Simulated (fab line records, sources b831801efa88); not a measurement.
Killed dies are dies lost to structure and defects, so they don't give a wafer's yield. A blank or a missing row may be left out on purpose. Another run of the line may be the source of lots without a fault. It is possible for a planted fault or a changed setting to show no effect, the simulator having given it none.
Problem report in the 8D (eight disciplines) form, filled by code | flow sky130 | the parts of the form that need people (team, actions taken, sign-off) are left out

1. WHAT WENT WRONG
VT_ADJUST_LVTN_2_TW at SKY_VT_ADJUST_LVTN_TW_MEAS_21 reads a mean of 29.4 on 3 wafers of 1 lot; wafers without a fault read 186.2 with a standard deviation of 1.5. So: -99 or more standard deviations from the usual mean.
Seen first at day 13 23:43 on film-metro-01, wafer L865.2. At this step, 39 wafers from 13 lots have a number in the record. Rule for "out", or "out of limits": more than 4 standard deviations from the usual mean. All remaining wafers that have a number are taken as sound.

2. WHAT IT IS AND WHAT IT IS NOT
question                    | is                     | is not
which readings at this step | VT_ADJUST_LVTN_2_TW    | -
which lots                  | L865                   | L844, L845, L847, L848, L849, L850, L852, L854, L855, L858, L859, L860
which wafers of those lots  | all that have a number | -
read on which gauges        | film-metro-01          | film-metro-02, film-metro-04
when                        | from day 13 23:43      | up to then (36 sound wafers)

3. SUSPECTS, AND WHAT RULES EACH OUT
Counting: a tool stays on the suspect list if, at a process step up to the reading, it processed all lots that are out and no sound lot following the first of them.
- the gauge at SKY_VT_ADJUST_LVTN_TW_MEAS_21 is ruled out. All the wafers that are out were read on film-metro-01, but those of them that SKY_VT_ADJUST_LVTN_STRIP_09 has rows for are out there too, on other tools.
- plasma-asher-01 at SKY_VT_ADJUST_LVTN_STRIP_09 (strips in O2/N2): kept. It ran the lot that is out, L865 (day 12 22:46), and no sound lot after that; its last sound lot up to then is L858 (day 10 14:15). Out on those wafers are its own readings of oes-product-au.
- plasma-asher-04 at SKY_VT_ADJUST_LVTN_STRIP_20 (strips in O2/N2): kept. It ran the lot that is out, L865 (day 13 23:36), and no sound lot after that; its last sound lot up to then is L858 (day 11 12:13). Out on those wafers are its own readings of strip-time-to-endpoint-s.
Remaining after the count are plasma-asher-01 at SKY_VT_ADJUST_LVTN_STRIP_09 and plasma-asher-04 at SKY_VT_ADJUST_LVTN_STRIP_20.

4. THE CAUSE (what the simulator had put in)
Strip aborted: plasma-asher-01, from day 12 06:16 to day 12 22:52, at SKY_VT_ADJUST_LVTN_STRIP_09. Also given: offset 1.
After counting, 2 suspects remain, this tool included.

5. THE CHAIN OF EFFECTS, in route order
Each row: a reading whose mean over the struck wafers that have a number lies more than 3 standard deviations from the usual. Only readings for which the record gives a usual standard deviation are gone through. hours: the time from each lot's start at the first step in this table that gives one to its start at this step, as a median over the lots. sigmas: the change in usual standard deviations.
hours | step                          | reading                  | usual        | on struck wafers | change | sigmas
0     | SKY_VT_ADJUST_LVTN_STRIP_09   | chamber-pressure-mTorr   | 1500.1 mTorr | 1492.1           | -8.0   | -6.2
0     | SKY_VT_ADJUST_LVTN_STRIP_09   | oes-product-au           | 0.722 a.u.   | 0.867            | +0.145 | +31
25    | SKY_VT_ADJUST_LVTN_STRIP_20   | strip-time-to-endpoint-s | 14.19 s      | 50.52            | +36.33 | +99 or more
25    | SKY_VT_ADJUST_LVTN_TW_MEAS_21 | VT_ADJUST_LVTN_2_TW      | 186.2        | 29.4             | -156.8 | -99 or more
The process steps in it:
- SKY_VT_ADJUST_LVTN_STRIP_09: strips in O2/N2.
- SKY_VT_ADJUST_LVTN_STRIP_20: strips in O2/N2.
Readings that are blank on the struck wafers while sound wafers have them: strip-time-to-endpoint-s at SKY_VT_ADJUST_LVTN_STRIP_09.
At these later measuring or inspecting steps, every struck wafer for which the step has a row has a number for every such reading, and none has moved that far: SKY_VT_ADJUST_NCORE_CD_MEAS_07.

6. WHAT WOULD HAVE CAUGHT IT SOONER
41 hours passed between the start of the fault at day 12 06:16 and the first reading out of limits at a measuring or inspecting step in this record, taken at day 13 23:43.
The tool's own readings at SKY_VT_ADJUST_LVTN_STRIP_09 were out on every struck wafer that the step has a row for (oes-product-au): an alarm limit on them would have fired on the first of those.
By day 13 23:43 the whole set of lots that are out, 1 in number, had already begun SKY_VT_ADJUST_LVTN_STRIP_09 on plasma-asher-01. Tool hold at that time: it would have spared none of them.
